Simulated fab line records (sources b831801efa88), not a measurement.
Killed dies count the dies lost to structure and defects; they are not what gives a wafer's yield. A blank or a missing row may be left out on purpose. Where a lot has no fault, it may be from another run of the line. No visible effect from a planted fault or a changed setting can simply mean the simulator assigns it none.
A lot that was struck, set against a sound lot | flow gf180mcu | 19 steps out of a route of 602
Sound: wafers L543.2, L543.3, L543.5. Struck: wafers L553.2, L553.4, L553.5. The cause is given at the end.
For every step that has rows: the tool of each side, followed by ch and its chambers, followed by its first start. Under that, the readings that differ: sound wafers | struck wafers | difference of the means | sigmas: that difference in standard deviations of wafers without a fault.
alike: words and numbers the same on both sides, and readings whose means are apart by under 2 such deviations; not compared: readings that were withheld, readings missing a value for some wafer, numbers with overlapping values and no deviation given by the record, and bounds like >300 which may hide the same value.
The two part at a step that has a row with sigmas, a row that says differs or no value, or rows on one side only. When numbers do not overlap yet have no deviation, they are printed without sigmas and do not part them. Lack of a reading on every wafer of one side parts them only where that side has two or more wafers.

first, 1 step without rows for these wafers: GF_NSD_IMPLANT_10.
GF_NSD_STRIP_11: strips in O2/N2.
  sound on plasma-asher-03 ch 0, day 14 06:40; struck on plasma-asher-03 ch 0,1, day 17 09:34
  alike: drypump-motor-current-A, heater-power-w, oes-product-au, strip-time-to-endpoint-s
  not compared: rf-hours-counter-h
GF_NSD_TW_MEAS_12:
  sound: film-metro-02 at day 14 06:46; struck: film-metro-02 at day 17 09:40
  alike: NSD_TW
then, 7 steps without rows for these wafers: GF_PSD_DEHYDRATE_00 (time 60 s); GF_PSD_HMDS_01 (prime time 60 s); GF_PSD_COAT_02 (resist thk 1000 nm); GF_PSD_SOFTBAKE_03 (time 60 s); GF_PSD_EXPOSE_04 (exposes mask Pplus, target cd 400 nm); GF_PSD_PEB_05; GF_PSD_DEVELOP_06 (develop time 60 s).
GF_PSD_CD_MEAS_07: target cd 400 nm.
  sound: cd-sem-02 at day 15 04:44; struck: cd-sem-02 at day 18 09:02
  alike: cd-nm
GF_PSD_OVL_MEAS_08:
  sound: overlay-02 at day 15 04:50; struck: overlay-01 at day 18 09:08
  alike: PSD_OVL
GF_PSD_IMPLANT_09:
  sound on implanter-01 ch 0, day 15 04:53; struck on implanter-01 ch 0, day 18 09:11
  reading                   | sound             | struck            | difference | sigmas
  implant-ion-amu           | 49 49 49          | 11 11 11          | -38        |
  model.implant.rp-nm (nm)  | 31.26 31.26 31.26 | 135.1 135.1 135.1 | +103.8     |
  model.implant.drp-nm (nm) | 15.87 15.87 15.87 | 51.31 51.31 51.31 | +35.44     |
  alike: faraday-current-uA
GF_PSD_STRIP_10: strips in O2/N2.
  sound on plasma-asher-04 ch 1, day 15 05:01; struck on plasma-asher-03 ch 0, day 18 09:19
  reading                      | sound             | struck            | difference | sigmas
  oes-product-au (a.u.)        | 0.594 0.601 0.595 | 0.635 0.637 0.633 | +0.038     | +9
  strip-time-to-endpoint-s (s) | 16.50 16.48 16.49 | 14.91 14.92 14.90 | -1.58      | -38
  alike: drypump-motor-current-A, heater-power-w
  not compared: rf-hours-counter-h
GF_PSD_TW_MEAS_11:
  sound: film-metro-02 at day 15 05:07; struck: film-metro-03 at day 18 09:39
  reading | sound          | struck         | difference | sigmas
  PSD_TW  | 3180 3159 3174 | 2127 2112 2102 | -1057      | -41
  not compared: hold
GF_PSD_RTA_13: time 20 s.
  sound on rtp-anneal-01 ch 0, day 15 05:14; struck on rtp-anneal-02 ch 0, day 18 13:19
  reading            | sound          | struck         | difference | sigmas
  lamp-power-pct (%) | 33.0 33.0 33.0 | 32.1 32.0 32.1 | -0.9       | -2
  alike: wafer_temp_C_max
GF_PSD_RS_MEAS_14: the measuring method here is four-point-probe.
  sound: film-metro-04 at day 15 05:19; struck: film-metro-04 at day 18 13:25
  alike: NSD_RS
GF_PSD_RS_MEAS_15: the measuring method here is four-point-probe.
  sound: film-metro-04 at day 15 05:26; struck: film-metro-04 at day 18 13:50
  reading         | sound                | struck            | difference | sigmas
  PSD_RS (ohm/sq) | 108.06 108.38 108.20 | 78.63 78.50 78.60 | -29.64     | -99 or more
  not compared: hold
GF_PASSIVATION_PROBE_99:
  rows exist in the record for the sound wafers here (prober-02, day 30 06:44), none for the struck ones

== WHERE THEY PART ==
At GF_PSD_STRIP_10 first; at GF_PASSIVATION_PROBE_99 last (within this record only).

WHY: what the simulator had put in
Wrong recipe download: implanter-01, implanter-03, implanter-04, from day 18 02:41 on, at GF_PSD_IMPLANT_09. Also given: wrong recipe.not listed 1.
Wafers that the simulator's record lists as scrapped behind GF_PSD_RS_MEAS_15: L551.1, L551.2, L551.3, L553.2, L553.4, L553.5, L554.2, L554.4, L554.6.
